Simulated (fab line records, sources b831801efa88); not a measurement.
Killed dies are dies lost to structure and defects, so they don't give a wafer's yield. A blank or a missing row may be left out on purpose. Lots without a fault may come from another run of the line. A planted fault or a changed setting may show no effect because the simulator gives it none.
A struck lot beside a sound one | flow gf180mcu | 19 steps out of a route of 602
Sound: wafers L833.4, L833.5, L833.6. Struck: wafers L849.2, L849.5, L849.6. The cause comes at the end.
At each step with rows: each side's tool, then ch and its chambers, then its first start. Under that, the readings that differ: sound wafers | struck wafers | difference of the means | sigmas: that difference in standard deviations of wafers without a fault.
alike: readings whose means differ by less than 2 such deviations, and words and numbers that are the same on both sides. not compared: withheld readings, readings that some wafer has no value for, bounds like >300 that may hide the same value, and numbers for which the record gives no deviation and whose values overlap.
The two part at a step that has a row with sigmas, a row that says differs or no value, or rows on one side only. Numbers that don't overlap but have no deviation are shown without sigmas and don't part them. A reading that every wafer of one side lacks parts them only if that side has two wafers or more.

first, 1 step without rows for these wafers: GF_CONTACT_CMP_27 (polishes, stops on SiO2, t overpolish 15 s, target thk 0 nm).
GF_M1_SPUTTER_00: material Ti, target thk 37.5 nm, time 150 s.
  sound on pvd_sputter-04, day 16 21:37; struck on pvd_sputter-01, day 22 10:20
  alike: chamber_pressure_pa, throttle_valve_pct
GF_M1_SPUTTER_01: material TiN, target thk 30 nm, time 25 s.
  sound on pvd_sputter-04, day 16 21:40; struck on pvd_sputter-01, day 22 10:26
  alike: chamber_pressure_pa, throttle_valve_pct
then, 1 step without rows for these wafers: GF_M1_SPUTTER_02 (material AlCu, target thk 450 nm, time 23.9 s).
GF_M1_SPUTTER_03: material Ti, target thk 10 nm, time 6.7 s.
  sound on pvd_sputter-04, day 16 21:44; struck on pvd_sputter-01, day 22 10:29
  alike: chamber_pressure_pa, throttle_valve_pct
GF_M1_SPUTTER_04: material TiN, target thk 50 nm, time 41.7 s.
  sound on pvd_sputter-04, day 16 21:46; struck on pvd_sputter-01, day 22 10:31
  alike: chamber_pressure_pa, throttle_valve_pct
GF_M1_RS_MEAS_05: measures by four-point-probe.
  sound on film_metro-03, day 16 21:50; struck on film_metro-03, day 22 10:34
  alike: M1_ALCU_RS
GF_M1_THK_MEAS_06: measures by xrf.
  sound on film_metro-03, day 16 21:56; struck on film_metro-03, day 22 10:41
  alike: M1_ALCU_THK
then, 4 steps without rows for these wafers: GF_M1_DEHYDRATE_07 (time 60 s); GF_M1_HMDS_08 (prime time 60 s); GF_M1_COAT_09 (resist thk 1000 nm); GF_M1_SOFTBAKE_10 (time 60 s).
GF_M1_EXPOSE_11: exposes mask Metal1, target cd 230 nm.
  sound on krf_scanner-01 ch 0, day 17 09:14; struck on krf_scanner-01 ch 0, day 22 22:47
  reading              | sound             | struck            | difference | sigmas
  exposure_dose_mJ_cm2 | 27.79 27.82 27.79 | 26.45 26.38 26.45 | -1.37      | -44
  alike: mask, reticle_temp_C
GF_M1_PEB_12: peb time 93.52 s.
  sound on litho_track-02 ch 0; struck on litho_track-02 ch 0
  reading                     | sound                | struck               | difference | sigmas
  plate_sensor_t_centre_C (C) | 136.11 136.13 136.13 | 136.14 136.15 136.14 | +0.02      | +2
  alike: exhaust_pa, plate_sensor_t_edge_C
then, 1 step without rows for these wafers: GF_M1_DEVELOP_13 (develop time 60 s).
GF_M1_CD_MEAS_14: target cd 230 nm.
  sound on cd_sem-01, day 17 21:13; struck on cd_sem-01, day 23 09:49
  reading    | sound             | struck            | difference | sigmas
  cd_nm (nm) | 234.0 232.3 232.7 | 213.0 203.9 214.0 | -22.7      | -16
GF_M1_OVL_MEAS_15:
  sound on overlay-02, day 17 21:17; struck on overlay-02, day 23 09:56
  alike: M1_OVL
GF_M1_METAL_ETCH_16: etches the open film in Cl2/BCl3, stops on SiO2, target depth 627.5 nm, time 104.6 s.
  sound on rie_metal-03 ch 0,1, day 17 21:21; struck on rie_metal-03 ch 0,1, day 23 09:58
  reading             | sound             | struck            | difference | sigmas
  model.M1.cd_nm (nm) | 231.9 235.6 231.5 | 220.4 207.2 212.2 | -19.7      |
  alike: drypump_motor_current_A, oes_product_au, throttle_valve_pct
  not compared: rf_hours_counter_h
then, 1 step without rows for these wafers: GF_M1_STRIP_17 (strips in O2/N2).

WHERE THEY PART
First at GF_M1_EXPOSE_11; last, within this record, at GF_M1_CD_MEAS_14. Later steps at which nothing parts them and some readings are alike: GF_M1_OVL_MEAS_15, GF_M1_METAL_ETCH_16.

WHY: what the simulator had put in
Process parameter drift: krf_scanner-01, from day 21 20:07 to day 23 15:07, at GF_M1_EXPOSE_11. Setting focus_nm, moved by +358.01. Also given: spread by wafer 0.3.
